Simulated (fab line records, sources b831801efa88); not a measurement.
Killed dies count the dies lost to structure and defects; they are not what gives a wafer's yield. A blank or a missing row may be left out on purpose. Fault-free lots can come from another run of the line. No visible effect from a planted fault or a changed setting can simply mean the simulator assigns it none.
A struck lot beside a sound one / flow sky130 / 16 steps out of a route of 708
Sound: wafers L748.1, L748.5, L748.6. Wafers struck: L746.4, L746.6. At the end, the cause is stated.
Per side, at each step with rows, come the tool, then ch with its chambers, and then its first start. Under that, the readings that differ: sound wafers / struck wafers / difference of the means / sigmas: that difference in standard deviations of wafers without a fault.
alike: words and numbers the same on both sides, and readings whose means are apart by under 2 such deviations; not compared: readings that were withheld, readings missing a value for some wafer, numbers with overlapping values and no deviation given by the record, and bounds like >300 which may hide the same value.
Wherever a step has rows on one side only, a row that says differs or no value, or a row with sigmas, the two part there. Numbers that don't overlap but have no deviation are shown without sigmas and don't part them. A reading that every wafer of one side lacks parts them only if that side has two wafers or more.

SKY_METAL5_SPUTTER_03: material Ti, target thk 5 nm, time 3.3 s.
  struck on pvdSputter-01, day 45 17:41; sound on pvdSputter-04, day 46 03:35
  alike: throttleValvePct
SKY_METAL5_SPUTTER_04: material TiN, target thk 70 nm, time 58.3 s.
  struck on pvdSputter-01, day 45 17:42; sound on pvdSputter-04, day 46 03:36
  alike: throttleValvePct
SKY_METAL5_RS_MEAS_05: measurement is done with a four-point probe.
  struck on filmMetro-01, day 45 17:48; sound on filmMetro-04, day 46 03:38
  alike: METAL5_ALCU_RS
SKY_METAL5_THK_MEAS_06: measures by xrf.
  struck on filmMetro-01, day 45 17:53; sound on filmMetro-04, day 46 03:46
  alike: METAL5_ALCU_THK
then, 7 steps without rows for these wafers: SKY_METAL5_DEHYDRATE_07 (time 60 s); SKY_METAL5_HMDS_08 (prime time 60 s); SKY_METAL5_COAT_09 (resist thk 1800 nm); SKY_METAL5_SOFTBAKE_10 (time 60 s); SKY_METAL5_EXPOSE_11 (exposes mask MM5, target cd 1600 nm); SKY_METAL5_PEB_12; SKY_METAL5_DEVELOP_13 (develop time 60 s).
SKY_METAL5_DESCUM_14: chemistry O2, time 11 s.
  sound on rieMetal-02 ch 0,1, day 47 00:17; struck on rieMetal-03 ch 0,1, day 46 13:40
  alike: drypumpMotorCurrentA, oesProductAu, tempC
  not compared: rfHoursCounterH
SKY_METAL5_METAL_ETCH_15: etches the open film in Cl2/BCl3, stops on SiO2, target depth 1260 nm, time 252 s.
  sound on rieMetal-02 ch 0,1, day 47 00:19; struck on rieMetal-03 ch 0,1, day 46 13:46
reading=oesProductAu (a.u.); sound=0.895 0.892 0.889; struck=0.831 0.823; difference=-0.065; sigmas=-14
reading=model.NOVOLAK_of_METAL5_COAT_09.thkNm (nm); sound=1027 1026 1019; struck=1235 1239; difference=+213; sigmas=
reading=model.etch.depthNm (nm); sound=1258 1264 1253; struck=1108 1094; difference=-157; sigmas=
reading=model.METAL5.featureDepthNm (nm); sound=1258 1264 1253; struck=1108 1094; difference=-157; sigmas=
  alike: drypumpMotorCurrentA, throttleValvePct
  not compared: rfHoursCounterH
SKY_METAL5_STRIP_16: strips in O2/N2.
  sound on plasmaAsher-04 ch 0,1, day 47 00:33; struck on plasmaAsher-02 ch 0,1, day 46 13:57
reading=stripTimeToEndpointS (s); sound=12.98 12.96 12.88; struck=15.36 15.41; difference=+2.44; sigmas=+26
  alike: drypumpMotorCurrentA, oesProductAu
  not compared: rfHoursCounterH
then, 1 step without rows for these wafers: SKY_METAL5_STRIP_17 (strips in post etch residue remover, time 1200 s).
SKY_PAD_OPEN_PROBE_99:
  struck on prober-02, day 48 08:37; sound on prober-02, day 48 19:02
reading=hold; sound=- - -; struck=awaitDispo/10.7h/release awaitDispo/10.7h/release; difference=no value on the sound wafers; sigmas=
reading=defectLimitedYield (%); sound=80.9 85.4 79.3; struck=0 0; difference=-82; sigmas=-45
reading=killed_at_M4_up; sound=6 4 6; struck=409 404; difference=+401; sigmas=+99 or more
reading=killedDies; sound=94 72 102; struck=492 492; difference=+403; sigmas=+44
reading=killedOnRim; sound=22 12 20; struck=96 96; difference=+78; sigmas=+22
reading=sort_bin_5_function (%); sound=10.0 8.3 13.4; struck=91.7 92.3; difference=+81.4; sigmas=+58
reading=sortNPass; sound=398 420 390; struck=0 0; difference=-403; sigmas=-44
reading=sortYieldPct (%); sound=80.9 85.4 79.3; struck=0 0; difference=-82; sigmas=-45
  alike: killed_at_M0_to_M3, killedAtContacts, killedAtFrontEnd, killedAtOther, killedOpen, killedShort, sort_bin_3_pad_short, sort_bin_6_memory

## WHERE THEY PART
First at SKY_METAL5_METAL_ETCH_15; last, within this record, at SKY_PAD_OPEN_PROBE_99.

WHY: the cause the simulator had injected
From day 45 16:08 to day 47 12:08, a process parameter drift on rieMetal-03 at SKY_METAL5_METAL_ETCH_15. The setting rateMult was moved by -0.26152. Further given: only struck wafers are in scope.
